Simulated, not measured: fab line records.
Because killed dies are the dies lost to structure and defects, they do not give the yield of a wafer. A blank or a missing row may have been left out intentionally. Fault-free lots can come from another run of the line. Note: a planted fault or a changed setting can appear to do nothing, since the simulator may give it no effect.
Which of the tools did it? / flow gf180mcu / 24 lots, 72 wafers sampled, at 5 steps of a route of 602

== WHAT THE GAUGES READ, wafer by wafer ==
GF_V2_CD_MEAS_14: target cd 260 nm. Usual: 259.8 nm for cd nm, sd 1.1.
lot=L074; measured=day 19 12:38; on=cd sem-01; cd nm (nm)=259.9 259.8 259.3; flag=
lot=L075; measured=day 19 19:14; on=cd sem-01; cd nm (nm)=261.1 262.4 261.2; flag=
lot=L077; measured=day 21 00:23; on=cd sem-01; cd nm (nm)=257.9 258.2 258.6; flag=
lot=L076; measured=day 21 01:50; on=cd sem-01; cd nm (nm)=258.2 258.9 258.8; flag=
lot=L078; measured=day 21 11:11; on=cd sem-02; cd nm (nm)=260.1 259.9 260.2; flag=
lot=L079; measured=day 21 17:50; on=cd sem-02; cd nm (nm)=259.1 258.9 259.3; flag=
lot=L080; measured=day 22 01:44; on=cd sem-02; cd nm (nm)=261.4 261.6 260.7; flag=
lot=L081; measured=day 22 20:08; on=cd sem-01; cd nm (nm)=259.5 261.2 260.4; flag=
lot=L082; measured=day 23 00:44; on=cd sem-02; cd nm (nm)=258.9 259.1 258.6; flag=
lot=L083; measured=day 23 01:23; on=cd sem-01; cd nm (nm)=259.6 257.8 258.1; flag=
lot=L084; measured=day 23 04:55; on=cd sem-01; cd nm (nm)=258.2 258.6 257.3; flag=
lot=L085; measured=day 23 12:10; on=cd sem-02; cd nm (nm)=259.9 260.1 260.6; flag=
lot=L086; measured=day 23 23:23; on=cd sem-02; cd nm (nm)=259.5 260.6 260.1; flag=
lot=L087; measured=day 24 17:53; on=cd sem-02; cd nm (nm)=259.7 258.6 259.9; flag=
lot=L088; measured=day 24 19:37; on=cd sem-02; cd nm (nm)=259.7 258.8 258.9; flag=
lot=L089; measured=day 25 06:13; on=cd sem-02; cd nm (nm)=260.9 260.3 258.6; flag=
lot=L090; measured=day 25 11:36; on=cd sem-01; cd nm (nm)=259.1 257.9 258.7; flag=
lot=L091; measured=day 26 00:09; on=cd sem-01; cd nm (nm)=260.2 259.1 259.4; flag=
lot=L092; measured=day 26 03:19; on=cd sem-01; cd nm (nm)=258.9 258.6 258.3; flag=
lot=L093; measured=day 26 11:10; on=cd sem-01; cd nm (nm)=262.5 261.5 262.0; flag=
lot=L095; measured=day 26 23:54; on=cd sem-01; cd nm (nm)=260.6 260.2 260.6; flag=
lot=L094; measured=day 27 01:36; on=cd sem-02; cd nm (nm)=259.4 260.2 259.6; flag=
lot=L096; measured=day 27 07:02; on=cd sem-02; cd nm (nm)=259.9 260.9 260.7; flag=
lot=L097; measured=day 27 18:13; on=cd sem-02; cd nm (nm)=261.7 261.9 260.5; flag=

GF_V4_THK_MEAS_03. Usual: V4_CVD_02_THK gives 853 nm (standard deviation 12).
lot=L074; measured=day 22 16:12; on=film metro-02; V4_CVD_02_THK (nm)=826 823 834; flag=
lot=L075; measured=day 23 01:44; on=film metro-04; V4_CVD_02_THK (nm)=846 871 868; flag=
lot=L077; measured=day 24 06:09; on=film metro-02; V4_CVD_02_THK (nm)=855 855 867; flag=
lot=L076; measured=day 24 07:48; on=film metro-04; V4_CVD_02_THK (nm)=843 866 859; flag=
lot=L078; measured=day 24 15:56; on=film metro-03; V4_CVD_02_THK (nm)=840 837 843; flag=
lot=L079; measured=day 25 00:10; on=film metro-03; V4_CVD_02_THK (nm)=852 853 863; flag=
lot=L080; measured=day 25 05:49; on=film metro-04; V4_CVD_02_THK (nm)=856 858 862; flag=
lot=L081; measured=day 25 22:56; on=film metro-02; V4_CVD_02_THK (nm)=833 848 847; flag=
lot=L082; measured=day 26 01:36; on=film metro-03; V4_CVD_02_THK (nm)=846 854 836; flag=
lot=L083; measured=day 26 03:17; on=film metro-02; V4_CVD_02_THK (nm)=844 830 856; flag=
lot=L084; measured=day 26 05:32; on=film metro-04; V4_CVD_02_THK (nm)=843 849 851; flag=
lot=L085; measured=day 26 13:04; on=film metro-04; V4_CVD_02_THK (nm)=853 844 861; flag=
lot=L086; measured=day 27 00:34; on=film metro-03; V4_CVD_02_THK (nm)=858 844 867; flag=
lot=L087; measured=day 27 15:11; on=film metro-03; V4_CVD_02_THK (nm)=837 856 861; flag=
lot=L088; measured=day 27 16:43; on=film metro-03; V4_CVD_02_THK (nm)=841 849 859; flag=
lot=L089; measured=day 28 04:28; on=film metro-03; V4_CVD_02_THK (nm)=852 838 857; flag=
lot=L090; measured=day 28 07:25; on=film metro-04; V4_CVD_02_THK (nm)=856 865 865; flag=
lot=L091; measured=day 28 19:11; on=film metro-04; V4_CVD_02_THK (nm)=880 866 853; flag=
lot=L092; measured=day 28 22:24; on=film metro-03; V4_CVD_02_THK (nm)=867 841 876; flag=
lot=L093; measured=day 29 03:35; on=film metro-03; V4_CVD_02_THK (nm)=843 864 867; flag=
lot=L095; measured=day 29 16:10; on=film metro-02; V4_CVD_02_THK (nm)=862 864 857; flag=
lot=L094; measured=day 29 18:05; on=film metro-02; V4_CVD_02_THK (nm)=834 853 851; flag=
lot=L096; measured=day 29 23:54; on=film metro-02; V4_CVD_02_THK (nm)=843 852 870; flag=
lot=L097; measured=day 30 07:00; on=film metro-03; V4_CVD_02_THK (nm)=844 840 856; flag=

== WHICH TOOL RAN EACH LOT (tool, then ch and the chambers of the sampled wafers, then the start) ==
lot=L074; GF_M3_SPUTTER_04=pvd sputter-04, day 19 14:20; GF_V3_SPUTTER_22=pvd sputter-03, day 21 14:00; GF_V3_CMP_26=cmp-01 ch 0,1,3, day 21 14:21
lot=L075; GF_M3_SPUTTER_04=pvd sputter-01, day 19 20:58; GF_V3_SPUTTER_22=pvd sputter-02, day 22 00:11; GF_V3_CMP_26=cmp-01 ch 0,2,3, day 22 00:40
lot=L077; GF_M3_SPUTTER_04=pvd sputter-04, day 21 02:10; GF_V3_SPUTTER_22=pvd sputter-02, day 23 05:19; GF_V3_CMP_26=cmp-02 ch 0,2, day 23 05:39
lot=L076; GF_M3_SPUTTER_04=pvd sputter-01, day 21 04:39; GF_V3_SPUTTER_22=pvd sputter-03, day 23 07:01; GF_V3_CMP_26=cmp-02 ch 0,1,2, day 23 07:36
lot=L078; GF_M3_SPUTTER_04=pvd sputter-04, day 21 13:13; GF_V3_SPUTTER_22=pvd sputter-01, day 23 15:17; GF_V3_CMP_26=cmp-02 ch 1,2, day 23 15:38
lot=L079; GF_M3_SPUTTER_04=pvd sputter-01, day 21 21:53; GF_V3_SPUTTER_22=pvd sputter-02, day 23 23:14; GF_V3_CMP_26=cmp-02 ch 0,1,2, day 23 23:34
lot=L080; GF_M3_SPUTTER_04=pvd sputter-01, day 22 03:25; GF_V3_SPUTTER_22=pvd sputter-01, day 24 05:16; GF_V3_CMP_26=cmp-01 ch 0,1,2, day 24 05:44
lot=L081; GF_M3_SPUTTER_04=pvd sputter-03, day 22 21:48; GF_V3_SPUTTER_22=pvd sputter-03, day 24 22:57; GF_V3_CMP_26=cmp-02 ch 0,2,3, day 24 23:26
lot=L082; GF_M3_SPUTTER_04=pvd sputter-03, day 23 02:26; GF_V3_SPUTTER_22=pvd sputter-01, day 25 02:15; GF_V3_CMP_26=cmp-02 ch 0,1,3, day 25 02:35
lot=L083; GF_M3_SPUTTER_04=pvd sputter-04, day 23 03:06; GF_V3_SPUTTER_22=pvd sputter-01, day 25 02:57; GF_V3_CMP_26=cmp-02 ch 0,2,3, day 25 03:17
lot=L084; GF_M3_SPUTTER_04=pvd sputter-04, day 23 06:37; GF_V3_SPUTTER_22=pvd sputter-02, day 25 06:09; GF_V3_CMP_26=cmp-01 ch 1,2,3, day 25 06:29
lot=L085; GF_M3_SPUTTER_04=pvd sputter-03, day 23 13:59; GF_V3_SPUTTER_22=pvd sputter-02, day 25 13:13; GF_V3_CMP_26=cmp-02 ch 0,2,3, day 25 13:38
lot=L086; GF_M3_SPUTTER_04=pvd sputter-01, day 24 01:05; GF_V3_SPUTTER_22=pvd sputter-01, day 26 01:10; GF_V3_CMP_26=cmp-02 ch 1,2, day 26 01:37
lot=L087; GF_M3_SPUTTER_04=pvd sputter-03, day 24 19:37; GF_V3_SPUTTER_22=pvd sputter-02, day 26 16:44; GF_V3_CMP_26=cmp-01 ch 2,3, day 26 17:04
lot=L088; GF_M3_SPUTTER_04=pvd sputter-01, day 24 21:17; GF_V3_SPUTTER_22=pvd sputter-03, day 26 18:19; GF_V3_CMP_26=cmp-01 ch 0,2,3, day 26 18:45
lot=L089; GF_M3_SPUTTER_04=pvd sputter-04, day 25 07:55; GF_V3_SPUTTER_22=pvd sputter-02, day 27 05:43; GF_V3_CMP_26=cmp-01 ch 0,1,3, day 27 06:07
lot=L090; GF_M3_SPUTTER_04=pvd sputter-03, day 25 13:14; GF_V3_SPUTTER_22=pvd sputter-02, day 27 09:44; GF_V3_CMP_26=cmp-01 ch 0,3, day 27 10:04
lot=L091; GF_M3_SPUTTER_04=pvd sputter-04, day 26 01:47; GF_V3_SPUTTER_22=pvd sputter-01, day 27 21:46; GF_V3_CMP_26=cmp-01 ch 0,3, day 27 22:09
lot=L092; GF_M3_SPUTTER_04=pvd sputter-01, day 26 05:19; GF_V3_SPUTTER_22=pvd sputter-02, day 28 01:01; GF_V3_CMP_26=cmp-01 ch 1,3, day 28 01:24
lot=L093; GF_M3_SPUTTER_04=pvd sputter-04, day 26 12:54; GF_V3_SPUTTER_22=pvd sputter-02, day 28 07:46; GF_V3_CMP_26=cmp-02 ch 2,3, day 28 08:06
lot=L095; GF_M3_SPUTTER_04=pvd sputter-04, day 27 01:40; GF_V3_SPUTTER_22=pvd sputter-02, day 28 19:35; GF_V3_CMP_26=cmp-02 ch 0,2,3, day 28 20:01
lot=L094; GF_M3_SPUTTER_04=pvd sputter-03, day 27 03:18; GF_V3_SPUTTER_22=pvd sputter-03, day 28 21:27; GF_V3_CMP_26=cmp-02 ch 0,2, day 28 21:50
lot=L096; GF_M3_SPUTTER_04=pvd sputter-03, day 27 08:44; GF_V3_SPUTTER_22=pvd sputter-02, day 29 03:01; GF_V3_CMP_26=cmp-01 ch 0,2,3, day 29 03:24
lot=L097; GF_M3_SPUTTER_04=pvd sputter-01, day 27 19:54; GF_V3_SPUTTER_22=pvd sputter-01, day 29 11:38; GF_V3_CMP_26=cmp-02 ch 2,3, day 29 11:58
- GF_M3_SPUTTER_04: material TiN, target thk 50 nm, time 41.7 s.
- GF_V3_SPUTTER_22: material TiN, target thk 10 nm, time 40 s.
- GF_V3_CMP_26: polishes, stops on SiO2, t overpolish 15 s, target thk 0 nm.

== AS READ BY THE TOOLS THEMSELVES (means over the sampled wafers that have a number; for cases with no such wafer, the mark the record gives instead) ==
GF_M3_SPUTTER_04. Usual: 30.5 % for throttle valve pct, sd 0.73.
lot=L074; tool=pvd sputter-04; throttle valve pct (%)=29.9; flag=
lot=L075; tool=pvd sputter-01; throttle valve pct (%)=30.4; flag=
lot=L077; tool=pvd sputter-04; throttle valve pct (%)=30.6; flag=
lot=L076; tool=pvd sputter-01; throttle valve pct (%)=30.5; flag=
lot=L078; tool=pvd sputter-04; throttle valve pct (%)=29.5; flag=
lot=L079; tool=pvd sputter-01; throttle valve pct (%)=30.4; flag=
lot=L080; tool=pvd sputter-01; throttle valve pct (%)=30.1; flag=
lot=L081; tool=pvd sputter-03; throttle valve pct (%)=30.1; flag=
lot=L082; tool=pvd sputter-03; throttle valve pct (%)=30.8; flag=
lot=L083; tool=pvd sputter-04; throttle valve pct (%)=30.6; flag=
lot=L084; tool=pvd sputter-04; throttle valve pct (%)=30.5; flag=
lot=L085; tool=pvd sputter-03; throttle valve pct (%)=31.3; flag=
lot=L086; tool=pvd sputter-01; throttle valve pct (%)=30.1; flag=
lot=L087; tool=pvd sputter-03; throttle valve pct (%)=31.0; flag=
lot=L088; tool=pvd sputter-01; throttle valve pct (%)=31.2; flag=
lot=L089; tool=pvd sputter-04; throttle valve pct (%)=29.9; flag=
lot=L090; tool=pvd sputter-03; throttle valve pct (%)=30.6; flag=
lot=L091; tool=pvd sputter-04; throttle valve pct (%)=30.6; flag=
lot=L092; tool=pvd sputter-01; throttle valve pct (%)=31.0; flag=
lot=L093; tool=pvd sputter-04; throttle valve pct (%)=29.4; flag=
lot=L095; tool=pvd sputter-04; throttle valve pct (%)=30.7; flag=
lot=L094; tool=pvd sputter-03; throttle valve pct (%)=30.7; flag=
lot=L096; tool=pvd sputter-03; throttle valve pct (%)=30.7; flag=
lot=L097; tool=pvd sputter-01; throttle valve pct (%)=31.0; flag=

GF_V3_SPUTTER_22. Usual: 30.2 % for throttle valve pct, sd 0.94.
lot=L074; tool=pvd sputter-03; throttle valve pct (%)=30.7; flag=
lot=L075; tool=pvd sputter-02; throttle valve pct (%)=30.4; flag=
lot=L077; tool=pvd sputter-02; throttle valve pct (%)=30.1; flag=
lot=L076; tool=pvd sputter-03; throttle valve pct (%)=31.0; flag=
lot=L078; tool=pvd sputter-01; throttle valve pct (%)=30.7; flag=
lot=L079; tool=pvd sputter-02; throttle valve pct (%)=29.6; flag=
lot=L080; tool=pvd sputter-01; throttle valve pct (%)=30.9; flag=
lot=L081; tool=pvd sputter-03; throttle valve pct (%)=30.3; flag=
lot=L082; tool=pvd sputter-01; throttle valve pct (%)=30.5; flag=
lot=L083; tool=pvd sputter-01; throttle valve pct (%)=30.6; flag=
lot=L084; tool=pvd sputter-02; throttle valve pct (%)=29.8; flag=
lot=L085; tool=pvd sputter-02; throttle valve pct (%)=29.9; flag=
lot=L086; tool=pvd sputter-01; throttle valve pct (%)=30.8; flag=
lot=L087; tool=pvd sputter-02; throttle valve pct (%)=29.6; flag=
lot=L088; tool=pvd sputter-03; throttle valve pct (%)=30.8; flag=
lot=L089; tool=pvd sputter-02; throttle valve pct (%)=29.5; flag=
lot=L090; tool=pvd sputter-02; throttle valve pct (%)=29.7; flag=
lot=L091; tool=pvd sputter-01; throttle valve pct (%)=30.6; flag=
lot=L092; tool=pvd sputter-02; throttle valve pct (%)=30.0; flag=
lot=L093; tool=pvd sputter-02; throttle valve pct (%)=29.4; flag=
lot=L095; tool=pvd sputter-02; throttle valve pct (%)=29.6; flag=
lot=L094; tool=pvd sputter-03; throttle valve pct (%)=30.8; flag=
lot=L096; tool=pvd sputter-02; throttle valve pct (%)=29.5; flag=
lot=L097; tool=pvd sputter-01; throttle valve pct (%)=30.2; flag=

GF_V3_CMP_26. Usual: motor current A 11.4 A, standard deviation 0.56; overpolish run s 15.000 s, standard deviation 0.0099; time to endpoint s 83 s, standard deviation 3.
lot=L074; tool=cmp-01; motor current A (A)=11.0; overpolish run s (s)=15.004; time to endpoint s (s)=80; flag=
lot=L075; tool=cmp-01; motor current A (A)=10.9; overpolish run s (s)=15.000; time to endpoint s (s)=84; flag=
lot=L077; tool=cmp-02; motor current A (A)=11.5; overpolish run s (s)=15.003; time to endpoint s (s)=78; flag=
lot=L076; tool=cmp-02; motor current A (A)=11.7; overpolish run s (s)=15.002; time to endpoint s (s)=84; flag=
lot=L078; tool=cmp-02; motor current A (A)=11.0; overpolish run s (s)=14.998; time to endpoint s (s)=81; flag=
lot=L079; tool=cmp-02; motor current A (A)=11.8; overpolish run s (s)=14.993; time to endpoint s (s)=83; flag=
lot=L080; tool=cmp-01; motor current A (A)=10.9; overpolish run s (s)=15.007; time to endpoint s (s)=86; flag=
lot=L081; tool=cmp-02; motor current A (A)=11.5; overpolish run s (s)=14.995; time to endpoint s (s)=84; flag=
lot=L082; tool=cmp-02; motor current A (A)=11.6; overpolish run s (s)=14.998; time to endpoint s (s)=82; flag=
lot=L083; tool=cmp-02; motor current A (A)=11.7; overpolish run s (s)=15.003; time to endpoint s (s)=83; flag=
lot=L084; tool=cmp-01; motor current A (A)=11.2; overpolish run s (s)=14.998; time to endpoint s (s)=85; flag=
lot=L085; tool=cmp-02; motor current A (A)=11.5; overpolish run s (s)=14.992; time to endpoint s (s)=80; flag=
lot=L086; tool=cmp-02; motor current A (A)=11.2; overpolish run s (s)=14.995; time to endpoint s (s)=88; flag=
lot=L087; tool=cmp-01; motor current A (A)=11.1; overpolish run s (s)=15.007; time to endpoint s (s)=82; flag=
lot=L088; tool=cmp-01; motor current A (A)=11.1; overpolish run s (s)=14.995; time to endpoint s (s)=80; flag=
lot=L089; tool=cmp-01; motor current A (A)=11.0; overpolish run s (s)=14.995; time to endpoint s (s)=85; flag=
lot=L090; tool=cmp-01; motor current A (A)=11.3; overpolish run s (s)=15.000; time to endpoint s (s)=86; flag=
lot=L091; tool=cmp-01; motor current A (A)=10.7; overpolish run s (s)=15.008; time to endpoint s (s)=86; flag=
lot=L092; tool=cmp-01; motor current A (A)=11.1; overpolish run s (s)=14.995; time to endpoint s (s)=82; flag=
lot=L093; tool=cmp-02; motor current A (A)=11.5; overpolish run s (s)=15.011; time to endpoint s (s)=83; flag=
lot=L095; tool=cmp-02; motor current A (A)=11.9; overpolish run s (s)=15.007; time to endpoint s (s)=83; flag=
lot=L094; tool=cmp-02; motor current A (A)=11.9; overpolish run s (s)=15.003; time to endpoint s (s)=85; flag=
lot=L096; tool=cmp-01; motor current A (A)=11.2; overpolish run s (s)=15.004; time to endpoint s (s)=81; flag=
lot=L097; tool=cmp-02; motor current A (A)=11.3; overpolish run s (s)=14.993; time to endpoint s (s)=86; flag=

== THE ANSWER, worked out from the rows above alone ==
Rule: lot off if the mean of its wafers having a number is beyond 3 standard deviations from the usual mean. A lot without any number at a reading at which 4 lots or more have one is off too. The other lots that the step has rows for count as sound. First the gauges in route order, then the tools' own readings, where a lot's mean is used as printed above. At the first step where some lot is off, the reading lying furthest off is the one used; lots without a number count as furthest.
Across all readings shown, no lot is off: no conclusion can be drawn from this.

== WHAT WAS PUT IN BY THE SIMULATOR ==
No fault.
